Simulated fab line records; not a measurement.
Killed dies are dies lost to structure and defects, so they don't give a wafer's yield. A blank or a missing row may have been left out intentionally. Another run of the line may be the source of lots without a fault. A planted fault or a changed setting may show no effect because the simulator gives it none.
Chamber matching / flow gf180mcu / pecvd-02 running GF_V2_CVD_02: 3 sister chambers
The step deposits SiO2 from TEOS, target thk 850 nm, time 94.851 s. 6 wafers are shown with their chamber, then 7 later ones without.

WAFERS WITH THEIR CHAMBER
wafer=L628.6; chamber=0; heater-power-w (W)=648
wafer=L629.1; chamber=0; heater-power-w (W)=612
wafer=L629.2; chamber=2; heater-power-w (W)=675
wafer=L629.6; chamber=1; heater-power-w (W)=725
wafer=L637.1; chamber=2; heater-power-w (W)=665
wafer=L637.2; chamber=1; heater-power-w (W)=721

WAFERS MISSING THEIR CHAMBER
wafer=L637.3; heater-power-w (W)=548
wafer=L638.2; heater-power-w (W)=677
wafer=L638.3; heater-power-w (W)=695
wafer=L638.6; heater-power-w (W)=648
wafer=L639.3; heater-power-w (W)=692
wafer=L639.4; heater-power-w (W)=706
wafer=L639.5; heater-power-w (W)=727

EACH ONE'S CHAMBER
wafer=L637.3; from the rows above=0; in truth=0
wafer=L638.2; from the rows above=2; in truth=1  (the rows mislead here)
wafer=L638.3; from the rows above=can't be placed: 2 or 1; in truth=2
wafer=L638.6; from the rows above=can't be placed: 0 or 2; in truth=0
wafer=L639.3; from the rows above=can't be placed: 2 or 1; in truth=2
wafer=L639.4; from the rows above=can't be placed: 1 or 2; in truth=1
wafer=L639.5; from the rows above=1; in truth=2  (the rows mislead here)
Correct placement for 1 of the 7. Unplaceable from these rows: 4, with the true chamber sitting among the candidates in 4. Number placed wrongly: 2.
How it was worked out, from the rows above alone: a wafer's distance from a chamber is the root of the sum, over the readings, of the square of ((its reading less the chamber's mean) divided by the reading's scatter). The wafer belongs to the nearest chamber; if the next one is less than 2 further off, it can't be placed. A chamber's mean is the mean of its shown wafers. How the scatter is found: for the shown wafers, subtract from each reading the mean of its chamber, square and add these, divide the total by (wafers less chambers), then take the root.
